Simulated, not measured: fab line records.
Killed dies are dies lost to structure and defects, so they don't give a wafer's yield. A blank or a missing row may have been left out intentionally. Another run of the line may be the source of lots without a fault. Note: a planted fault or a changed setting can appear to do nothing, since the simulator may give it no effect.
fab line records	flow sky130
[record] lots = 5	wafers = 15	last-day = 49
route steps=708 shown VIA2@515 PAD_OPEN@708
lots that met no fault: taken from a fault-free run of the same line
start-h: start of the lot's first displayed wafer, in hours after the record's first day	wait-h: hours since the lot's step before	" the same as in the row above	L1.1+2: one row covering several wafers at once	- either no value or no given start	* or withheld: withheld	< > ~ a bound
route shown NAME@n: NAME is a module with steps in the file, n the number in the route of the first one	usual: mean/standard deviation of fault-free wafers	same: alike in all rows	chamber/n: place in a boat	sites: readings site by site	_std_site: the values' standard deviation	_edge_site: inner sites' mean taken away from outer sites' mean	radius-mm: how far each site lies from the wafer's centre	mask NAME#n: copy n	behind: the tool/chamber that last shaped the wafer	hold: reason for holding the lot/hours on hold/outcome of the hold	device: the n, p or np transistor that did not switch	end of line: the same wafers' tests at the end of the route	for a step that has no rows: nothing shown but its recipe	killed: count of dies lost to structure and defects at first sort (not the wafer's yield)	map: shows each die of a wafer: x if killed, . if not, _ if none is there
set.NAME: the setting the step ran with; set.NAME@STEP: the setting that earlier step ran with	model.NAME: the simulator's own value behind a step, which no gauge read
certain route steps with their lots: each step a table, each wafer a row
services: from which hour (start-h, from the record's first day; less than 0 if before it) a tool's chamber was out of use, for how many hours, and why
[[steps]]
[step SKY_VIA2_SOFTBAKE_08]
[recipe] temp-c = 100	time-s = 90	resist = KrF-thick
[step SKY_VIA2_EXPOSE_09]
[recipe] mask-id = VIM2	na = 0.8	source-shape = annular	sigma-inner = 0.55	sigma-outer = 0.85	target-cd-nm = 200	dose-mj = 38
[step SKY_VIA2_PEB_10]
[recipe] peb-temp-c = withheld	peb-time-s = withheld	resist = KrF-thick
[step SKY_VIA2_DEVELOP_11]
[recipe] develop-time-s = 60	resist = KrF-thick	dev-temp-c = 21
[step SKY_VIA2_CD_MEAS_12]
[recipe] target-cd-nm = 200
[usual] cd-nm = 200.0/1.3
lot.wafer	tool	chamber	start-h	wait-h	cd-nm
L790.3	cd-sem-02	-	893.80	-	198.6
L790.4	"	-	"	"	198.3
L790.6	"	-	"	"	199.0
L793.1	cd-sem-01	-	916.11	-	200.0
L793.3	"	-	"	"	201.6
L793.5	"	-	"	"	202.2
L799.2	cd-sem-02	-	969.08	-	199.5
L799.4	"	-	"	"	200.3
L799.6	"	-	"	"	200.0
L802.1	cd-sem-01	-	978.31	-	199.6
L802.2	"	-	"	"	199.8
L802.5	"	-	"	"	199.5
L805.3	cd-sem-02	-	991.70	-	201.9
L805.4	"	-	"	"	200.0
L805.5	"	-	"	"	200.1
[step SKY_VIA2_OVL_MEAS_13]
[usual] VIA2_OVL = 1/4.9
lot.wafer	tool	chamber	start-h	wait-h	VIA2_OVL[nm]
L790.3	overlay-01	-	893.89	0.1	-1
L790.4	"	-	"	"	-3
L790.6	"	-	"	"	1
L793.1	overlay-01	-	916.23	0.1	6
L793.3	"	-	"	"	2
L793.5	"	-	"	"	2
L799.2	overlay-02	-	969.19	0.1	1
L799.4	"	-	"	"	0
L799.6	"	-	"	"	4
L802.1	overlay-02	-	978.43	0.1	4
L802.2	"	-	"	"	5
L802.5	"	-	"	"	-1
L805.3	overlay-01	-	991.79	0.1	2
L805.4	"	-	"	"	3
L805.5	"	-	"	"	3
[step SKY_VIA2_ETCH_14]
[recipe] chemistry = N2/H2	target = BARC	ion-energy-ev = 200	source-w = 500	bias-w = 100	pressure-mtorr = 30	n2-flow-sccm = 100	h2-flow-sccm = 200	stop-on = SiO2	time-s = 45.9	target-depth-a = 600
[usual] drypump-motor-current-A = 5.6/0.47	oes-product-au = 0.854/0.0047	throttle-valve-pct = 13.225/0.0091
lot.wafer	tool	chamber	start-h	wait-h	drypump-motor-current-A	oes-product-au	rf-hours-counter-h	throttle-valve-pct
L790.3	rie-diel-04	1	893.92	0.0	5.9	0.861	18	13.237
L790.4	"	0	"	"	5.0	0.856	11	13.212
L790.6	"	0	"	"	5.0	0.852	-	13.224
L793.1	rie-diel-04	2	916.27	0.0	5.9	0.856	7	13.224
L793.3	"	0	"	"	5.0	0.858	11	13.210
L793.5	"	0	"	"	5.0	0.848	-	13.243
L799.2	rie-diel-04	1	969.22	0.0	5.9	0.852	19	13.228
L799.4	"	0	"	"	5.0	0.855	12	13.232
L799.6	"	3	"	"	5.8	0.849	-	13.208
L802.1	rie-diel-02	0	978.47	0.0	5.8	0.852	12	13.235
L802.2	"	1	"	"	4.7	0.853	14	13.232
L802.5	"	0	"	"	5.8	0.854	-	13.213
L805.3	rie-diel-03	2	991.82	0.0	5.5	0.857	11	13.217
L805.4	"	3	"	"	5.5	0.856	27	13.233
L805.5	"	1	"	"	6.3	0.850	-	13.230
[step SKY_VIA2_ETCH_15]
[recipe] target = SiO2	chemistry = C4F8/O2/Ar	target-depth-nm = 546	stop-on = TiN	mask-material = KrF-thick	source-w = 1500	bias-w = 1200	pressure-mtorr = 40	c4f8-flow-sccm = withheld	O2_flow_sccm = 6	Ar_flow_sccm = 300	time-s = 84
[usual] oes-product-au = 0.940/0.0046
lot.wafer	tool	chamber	start-h	wait-h	oes-product-au	rf-hours-counter-h
L790.3	rie-diel-04	1	893.96	0.0	0.942	18
L790.4	"	0	"	"	0.938	11
L790.6	"	0	"	"	0.943	-
L793.1	rie-diel-04	2	916.31	0.0	0.944	7
L793.3	"	0	"	"	0.939	11
L793.5	"	0	"	"	0.937	-
L799.2	rie-diel-04	1	969.26	0.0	0.942	19
L799.4	"	0	"	"	0.945	12
L799.6	"	3	"	"	0.938	-
L802.1	rie-diel-02	0	978.51	0.0	0.938	12
L802.2	"	1	"	"	0.930	14
L802.5	"	0	"	"	0.934	-
L805.3	rie-diel-03	2	991.86	0.0	0.936	11
L805.4	"	3	"	"	0.944	27
L805.5	"	1	"	"	0.938	-
[step SKY_VIA2_STRIP_16]
[recipe] chemistry = O2/N2	power-w = 1400	pressure-mtorr = 1500	platen-temp-c = withheld	o2-flow-sccm = 3000	n2-flow-sccm = 300	overash-fraction = 0.5
[usual] drypump-motor-current-A = 6.09/0.24	oes-product-au = 0.397/0.0048	strip-time-to-endpoint-s = 4.035/0.029
lot.wafer	tool	chamber	start-h	wait-h	drypump-motor-current-A	oes-product-au	rf-hours-counter-h	strip-time-to-endpoint-s
L790.3	plasma-asher-01	1	894.05	0.1	6.38	0.401	-	4.078
L790.4	"	0	"	"	5.83	0.400	-	3.997
L790.6	"	1	"	"	6.38	0.401	-	4.025
L793.1	plasma-asher-03	1	916.37	0.0	6.17	0.386	48	4.008
L793.3	"	0	"	"	5.96	0.401	-	4.032
L793.5	"	0	"	"	5.96	0.408	-	4.035
L799.2	plasma-asher-02	1	969.32	0.0	6.54	0.403	20	4.051
L799.4	"	1	"	"	6.56	0.395	-	4.050
L799.6	"	1	"	"	6.56	0.401	-	4.000
L802.1	plasma-asher-01	1	978.57	0.0	6.39	0.401	119	4.036
L802.2	"	0	"	"	5.83	0.395	119	4.054
L802.5	"	0	"	"	5.81	0.397	-	4.058
L805.3	plasma-asher-02	0	991.96	0.1	5.76	0.398	-	3.985
L805.4	"	1	"	"	6.52	0.391	-	3.988
L805.5	"	0	"	"	5.78	0.384	-	3.994
[step SKY_VIA2_STRIP_17]
[recipe] chemistry = post-etch-residue-remover	time-s = 1200	temp-c = 72.5
[step SKY_VIA2_CLEAN_18]
[recipe] chemistry = IPA	time-s = 180	temp-c = 25
[step SKY_VIA2_CLEAN_19]
[recipe] chemistry = O3/DIW	dry = n2-spin
[step SKY_VIA2_SPUTTER_20]
[recipe] material = TiN	target-thk-nm = 20	chamber-pressure-pa = 5	power-w = 4000	time-s = 80
[usual] throttle-valve-pct = 30.2/0.97
lot.wafer	tool	chamber	start-h	wait-h	throttle-valve-pct	model.TiN_of_VIA2_SPUTTER_20.thk-nm
L790.3	pvd-sputter-03	-	894.62	0.0	29.8	19.82
L790.4	"	-	"	"	29.2	19.8
L790.6	"	-	"	"	29.7	19.93
L793.1	pvd-sputter-02	-	916.96	0.0	31.0	20.29
L793.3	"	-	"	"	31.7	20.12
L793.5	"	-	"	"	29.1	20.33
L799.2	pvd-sputter-03	-	969.96	0.0	31.6	19.8
L799.4	"	-	"	"	29.6	19.99
L799.6	"	-	"	"	29.5	26.91
L802.1	pvd-sputter-01	-	979.18	0.0	28.7	19.66
L802.2	"	-	"	"	30.8	19.58
L802.5	"	-	"	"	30.9	19.74
L805.3	pvd-sputter-01	-	992.52	0.0	28.9	19.91
L805.4	"	-	"	"	28.7	19.84
L805.5	"	-	"	"	29.0	19.84
[step SKY_VIA2_CVD_21]
[recipe] material = W	target-thk-nm = 420	time-s = 126.4	temp-c = 400	pressure-torr = 40
[usual] heater-power-w = 794/62
lot.wafer	tool	chamber	start-h	wait-h	heater-power-w
L790.3	cvd-w-01	0	894.72	0.1	680
L790.4	"	1	"	"	793
L790.6	"	1	"	"	794
L793.1	cvd-w-02	0	919.47	2.5	815
L793.3	"	0	"	"	792
L793.5	"	0	"	"	789
L799.2	cvd-w-02	1	970.02	0.0	798
L799.4	"	0	"	"	806
L799.6	"	0	"	"	804
L802.1	cvd-w-02	1	979.24	0.0	835
L802.2	"	0	"	"	810
L802.5	"	1	"	"	800
L805.3	cvd-w-02	0	992.62	0.1	826
L805.4	"	1	"	"	832
L805.5	"	1	"	"	812
[step SKY_PAD_OPEN_PROBE_99]
[usual] defect-limited-yield = 82.7/1.8	killed_at_M0_to_M3 = 44/6.8	killed_at_M4_up = 3.2/1.7	killed-at-contacts = 24/4.9	killed-at-front-end = 14/4.1	killed-dies = 85/8.7	killed-open = 46/6.8	killed-short = 39/6.1	sort_bin_3_pad_short = 0.9/0.43	sort_bin_5_function = 10.1/1.4	sort_bin_6_memory = 6.3/1.1	sort-n-pass = 407/8.7	sort-yield-pct = 82.7/1.8
[same] gross-dies = 492	killed-at-back-side = 0	killed-at-other = 0	sort_bin_4_leakage[%] = 0	sort_bin_8_speed[%] = 0
lot.wafer	tool	chamber	start-h	wait-h	defect-limited-yield[%]	killed_at_M0_to_M3	killed_at_M4_up	killed-at-contacts	killed-at-front-end	killed-dies	killed-open	killed-short	sort_bin_3_pad_short[%]	sort_bin_5_function[%]	sort_bin_6_memory[%]	sort-n-pass	sort-yield-pct[%]
L790.3	prober-02	-	1109.47	0.2	85.4	34	2	22	14	72	35	37	0.8	8.9	4.9	420	85.4
L790.4	prober-02	-	1109.52	0.2	82.1	44	3	29	12	88	49	39	0.6	11.2	6.1	404	82.1
L790.6	prober-02	-	1109.62	0.2	82.5	41	1	26	18	86	46	40	0.6	9.6	7.3	406	82.5
L793.1	prober-01	-	1131.54	0.1	85.8	35	3	15	17	70	38	32	0.8	7.7	5.7	422	85.8
L793.3	prober-01	-	1131.64	0.2	82.9	41	3	29	11	84	47	37	1.0	10.0	6.1	408	82.9
L793.5	prober-01	-	1131.74	0.2	83.3	37	3	26	16	82	44	38	0.6	10.0	6.1	410	83.3
L799.2	prober-01	-	1169.77	0.1	81.9	46	1	24	18	89	45	44	0.8	10.8	6.5	403	81.9
L799.4	prober-01	-	1169.87	0.2	83.5	35	1	28	17	81	50	31	1.4	8.9	6.1	411	83.5
L799.6	prober-01	-	1169.97	0.2	81.7	38	2	31	19	90	42	48	1.6	9.3	7.3	402	81.7
L802.1	prober-02	-	1174.31	0.1	84.1	35	0	26	17	78	38	40	1.0	8.5	6.3	414	84.1
L802.2	prober-02	-	1174.36	0.1	81.5	43	2	31	15	91	44	47	1.0	12.6	4.9	401	81.5
L802.5	prober-02	-	1174.51	0.2	82.7	44	1	26	14	85	58	27	0.2	9.6	7.5	407	82.7
L805.3	prober-01	-	1185.46	0.2	85.8	41	2	19	8	70	43	27	0.6	7.7	5.9	422	85.8
L805.4	prober-01	-	1185.51	0.2	80.5	49	5	31	11	96	53	43	2.2	11.8	5.5	396	80.5
L805.5	prober-01	-	1185.56	0.2	81.9	49	1	28	11	89	48	41	1.4	9.8	6.9	403	81.9
// killed by level:class
L790.3 CONTACT:geometric-particle:open=11 METAL1:geometric-particle:short=6 VIA1:geometric-particle:open=5 LOCAL_INTERCONNECT:geometric-particle:short=5 METAL3:geometric-particle:short=5 FIELD_ISO:geometric-particle:short=4 CONTACT:geometric-particle:short=4 VIA2:geometric-particle:open=4
L790.4 VIA3:geometric-particle:open=12 CONTACT:geometric-particle:open=11 VIA1:geometric-particle:open=8 VIA1:geometric-particle:short=8 CONTACT:geometric-particle:short=7 LI_CONTACT:geometric-particle:open=5 METAL1:geometric-particle:short=5 VIA3:geometric-particle:short=4
L790.6 CONTACT:geometric-particle:open=14 VIA3:geometric-particle:open=8 VIA1:geometric-particle:open=6 VIA2:geometric-particle:open=6 POLY_GATE:geometric-particle:short=5 METAL1:geometric-particle:short=5 METAL2:geometric-particle:short=5 FIELD_ISO:geometric-particle:short=4
L793.1 VIA1:geometric-particle:open=11 FIELD_ISO:geometric-particle:open=7 CONTACT:geometric-particle:open=6 FIELD_ISO:geometric-particle:short=5 VIA1:geometric-particle:short=5 VIA2:geometric-particle:short=4 LI_CONTACT:geometric-particle:open=4 CONTACT:geometric-particle:short=3
L793.3 CONTACT:geometric-particle:open=12 VIA3:geometric-particle:open=9 VIA2:geometric-particle:open=8 LI_CONTACT:geometric-particle:open=7 CONTACT:geometric-particle:short=7 FIELD_ISO:geometric-particle:open=5 FIELD_ISO:geometric-particle:short=4 METAL1:geometric-particle:short=4
L793.5 VIA1:geometric-particle:open=10 CONTACT:geometric-particle:open=9 VIA3:geometric-particle:open=9 FIELD_ISO:geometric-particle:short=6 LOCAL_INTERCONNECT:geometric-particle:short=5 CONTACT:geometric-particle:short=4 METAL2:geometric-particle:short=4 POLY_GATE:geometric-particle:short=3
L799.2 VIA1:geometric-particle:open=8 CONTACT:geometric-particle:open=7 FIELD_ISO:geometric-particle:short=6 POLY_GATE:geometric-particle:open=6 VIA2:geometric-particle:open=6 VIA3:geometric-particle:open=6 VIA3:geometric-particle:short=5 LI_CONTACT:geometric-particle:open=5
L799.4 CONTACT:geometric-particle:open=12 VIA1:geometric-particle:open=10 CONTACT:geometric-particle:short=6 VIA3:geometric-particle:open=6 POLY_GATE:geometric-particle:short=5 LI_CONTACT:geometric-particle:open=5 FIELD_ISO:geometric-particle:open=4 POLY_GATE:geometric-particle:open=4
L799.6 VIA1:geometric-particle:open=10 CONTACT:geometric-particle:short=9 LI_CONTACT:geometric-particle:open=7 VIA3:geometric-particle:open=7 FIELD_ISO:geometric-particle:open=5 FIELD_ISO:geometric-particle:short=5 LI_CONTACT:geometric-particle:short=5 CONTACT:geometric-particle:open=5
L802.1 LI_CONTACT:geometric-particle:open=7 VIA1:geometric-particle:open=7 VIA2:geometric-particle:open=7 CONTACT:geometric-particle:short=6 LOCAL_INTERCONNECT:geometric-particle:short=5 CONTACT:geometric-particle:open=5 VIA3:geometric-particle:short=5 FIELD_ISO:geometric-particle:short=4
L802.2 LI_CONTACT:geometric-particle:open=9 FIELD_ISO:geometric-particle:open=7 CONTACT:geometric-particle:open=7 METAL2:geometric-particle:short=7 VIA3:geometric-particle:open=7 LOCAL_INTERCONNECT:geometric-particle:short=6 VIA1:geometric-particle:open=6 LI_CONTACT:geometric-particle:short=5
L802.5 LI_CONTACT:geometric-particle:open=13 VIA2:geometric-particle:open=12 CONTACT:geometric-particle:open=10 VIA1:geometric-particle:open=8 VIA3:geometric-particle:open=6 METAL2:geometric-particle:short=5 METAL1:geometric-particle:short=4 FIELD_ISO:geometric-particle:open=3
L805.3 LI_CONTACT:geometric-particle:open=11 VIA2:geometric-particle:open=10 VIA1:geometric-particle:open=7 CONTACT:geometric-particle:open=5 METAL1:geometric-particle:short=5 VIA1:geometric-particle:short=5 METAL3:geometric-particle:short=4 VIA3:geometric-particle:open=3
L805.4 LI_CONTACT:geometric-particle:open=13 CONTACT:geometric-particle:open=9 VIA1:geometric-particle:open=8 METAL1:geometric-particle:short=8 VIA3:geometric-particle:open=8 VIA1:geometric-particle:short=6 FIELD_ISO:geometric-particle:short=5 METAL3:geometric-particle:short=5
L805.5 CONTACT:geometric-particle:open=15 VIA1:geometric-particle:open=10 METAL1:geometric-particle:short=8 LI_CONTACT:geometric-particle:open=5 VIA2:geometric-particle:open=5 VIA1:geometric-particle:short=5 VIA3:geometric-particle:short=5 VIA3:geometric-particle:open=5
[[services]]
tool	chamber	start-h	hours	kind
rie-diel-02	1	878.72	16.1	repair
cvd-w-01	-	901.57	28.1	pm
cvd-w-02	-	904.00	14.0	pm
cvd-w-02	0	904.00	14.0	vent-cycle
cvd-w-02	1	904.00	14.0	vent-cycle
plasma-asher-01	-	909.84	1.5	repair
rie-diel-04	3	913.90	3.4	repair
cvd-w-02	0	918.00	-	clean
cvd-w-02	1	918.00	-	clean
plasma-asher-02	-	929.22	0.9	repair
pvd-sputter-01	-	957.19	4.6	repair
rie-diel-02	0	964.82	3.1	repair
plasma-asher-01	-	965.19	2.8	pm
pvd-sputter-01	-	973.62	3.5	repair
[[key]]
first-sign none at tools or gauges
[model-effect] step = SKY_VIA2_SPUTTER_20	value = TiN_of_VIA2_SPUTTER_20.thk-nm	without = 19.97	struck = 26.91
met-at SKY_VIA2_SPUTTER_20
struck-wafers L799.6
onset-between 894.62 969.96
[fault] kind = process-parameter-drift	tool = pvd-sputter-03	chamber = -	onset-h = 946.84	steps = SKY_VIA2_SPUTTER_20	channel = target-thk-nm	offset = 6.943	shape = step	end-h = 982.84	scope = struck-wafers-only	acts-in = these-recipes-only	stated = 20
